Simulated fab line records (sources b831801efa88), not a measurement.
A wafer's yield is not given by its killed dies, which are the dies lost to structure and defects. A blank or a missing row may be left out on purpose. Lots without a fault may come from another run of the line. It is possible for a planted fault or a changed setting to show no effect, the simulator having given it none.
A lot that was struck, set against a sound lot | flow gf180mcu | 14 steps out of a route of 602
Sound: wafers L580.2, L580.4, L580.6. Wafers struck: L588.1, L588.3, L588.4. The cause is named last.
At each step with rows: each side's tool, then ch and its chambers, then its first start. Under that, the readings that differ: sound wafers | struck wafers | difference of the means | sigmas: that difference in standard deviations of wafers without a fault.
alike: readings with means less than 2 such deviations apart, plus words and numbers identical on both sides. not compared: withheld readings, readings lacking a value on some wafer, bounds such as >300 that could conceal the same value, and numbers that have no deviation in the record and whose values overlap.
The two part at a step that has a row with sigmas, a row that says differs or no value, or rows on one side only. Non-overlapping numbers with no deviation appear without sigmas and do not part them. A reading that every wafer of one side lacks parts them only if that side has two wafers or more.

GF_V4_OVL_MEAS_15:
  sound on overlay-01 at day 25 15:29; struck on overlay-01 at day 28 11:15
  alike: V4_OVL
then, 2 steps without rows for these wafers: GF_V4_ETCH_16 (etches BARC in N2/H2); GF_V4_ETCH_17 (etches SiO2 in C4F8/O2/Ar, stops on TiN, target depth 630 nm).
GF_V4_STRIP_18: strips in O2/N2.
  sound on plasmaAsher-04 ch 0,1, day 25 15:38; struck on plasmaAsher-04 ch 0,1, day 28 11:25
  alike: drypumpMotorCurrentA, heaterPowerW, oesProductAu
  not compared: rfHoursCounterH
then, 2 steps without rows for these wafers: GF_V4_STRIP_19 (strips in post etch residue remover, time 1200 s); GF_V4_CLEAN_20 (cleans in DIW).
GF_V4_SPUTTER_21: material Ti, target thk 15 nm, time 80.02 s.
  sound on pvdSputter-04 at day 25 16:16; struck on pvdSputter-01 at day 28 11:59
  alike: cathodeDcPowerW, chamberPressurePa, throttleValvePct
GF_V4_SPUTTER_22: material TiN, target thk 10 nm, time 40 s.
  sound on pvdSputter-04 at day 25 16:19; struck on pvdSputter-01 at day 28 12:03
  alike: cathodeDcPowerW, chamberPressurePa, throttleValvePct
then, 1 step without rows for these wafers: GF_V4_CVD_23 (deposits W, target thk 350 nm, time 104.9 s).
GF_V4_RS_MEAS_24: a four-point-probe measurement.
  sound on filmMetro-01 at day 25 16:29; struck on filmMetro-01 at day 28 12:12
  alike: V4_W_RS
GF_V4_THK_MEAS_25: measures by xrf.
  sound on filmMetro-01 at day 25 16:36; struck on filmMetro-01 at day 28 12:19
  alike: V4_W_THK
GF_V4_CMP_26: polishes, stops on SiO2, t overpolish 15 s, target thk 0 nm.
  sound on cmp-01 ch 0,1, day 25 16:43; struck on cmp-02 ch 1,2,3, day 28 12:23
  alike: motorCurrentA, overpolishRunS, timeToEndpointS
GF_MIM_SPUTTER_00: material Ti, target thk 37.5 nm, time 150 s.
  sound on pvdSputter-02 at day 25 17:01; struck on pvdSputter-02 at day 28 12:41
  no value came back on the struck wafers for cathodeDcPowerW (W), chamberPressurePa (Pa), throttleValvePct (%), timeS (s); on the sound wafers cathodeDcPowerW (W) reads 3999.7 3999.5 4000.6
GF_MIM_SPUTTER_01: material TiN, target thk 30 nm, time 25 s.
  sound on pvdSputter-02 at day 25 17:07; struck on pvdSputter-02 at day 28 12:47
reading              | sound          | struck         | difference | sigmas
throttleValvePct (%) | 28.9 28.0 27.9 | 29.0 31.9 31.1 | +2.4       | +2
  alike: cathodeDcPowerW, chamberPressurePa

## WHERE THEY PART
First at GF_MIM_SPUTTER_00; last, within this record, at GF_MIM_SPUTTER_01.

WHY: the cause the simulator had injected
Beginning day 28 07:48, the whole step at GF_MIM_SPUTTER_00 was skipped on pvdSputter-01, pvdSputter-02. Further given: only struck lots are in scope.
